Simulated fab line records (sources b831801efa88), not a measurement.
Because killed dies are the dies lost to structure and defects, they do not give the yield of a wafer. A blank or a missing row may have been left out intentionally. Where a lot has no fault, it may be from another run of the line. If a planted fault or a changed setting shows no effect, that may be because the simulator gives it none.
Chamber matching -- flow gf180mcu -- GF_V2_CVD_02 on pecvd-04 has 3 sister chambers
The step deposits SiO2 from TEOS, target thk 850 nm, time 94.851 s. 3 wafers are shown with their chamber, then 7 later ones without.

## WAFERS PAIRED WITH THEIR CHAMBERS
wafer,chamber,heater power w (W)
L401.2,0,575
L402.2,2,704
L402.3,1,700

## WAFERS MISSING THEIR CHAMBER
wafer,heater power w (W)
L402.4,752
L411.1,796
L411.4,449
L411.5,645
L414.1,528
L414.2,469
L414.4,835

## WHICH CHAMBER EACH WENT THROUGH
wafer,from the rows above,in truth
L402.4,can't be placed: 2 or 1 or 0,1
L411.1,can't be placed: 2 or 1 or 0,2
L411.4,can't be placed: 0 or 1 or 2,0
L411.5,can't be placed: 1 or 2 or 0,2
L414.1,can't be placed: 0 or 1 or 2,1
L414.2,can't be placed: 0 or 1 or 2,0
L414.4,can't be placed: 2 or 1 or 0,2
Placed correctly: 0 of 7. Cannot be placed on the basis of these rows: 7; the candidates contain the true chamber in 7. 0 placed wrongly.
How it was worked out, from the rows above alone: a wafer's distance from a chamber is the root of the sum, over the readings, of the square of ((its reading less the chamber's mean) divided by the reading's scatter). If the next closest chamber is less than 2 further off than the closest, the wafer can't be placed; otherwise it belongs to the closest. For every chamber, the mean is computed from those of its wafers that are shown. The scatter: root of mean squared gap, hidden wafer to nearest shown wafer, with one shown wafer a chamber.
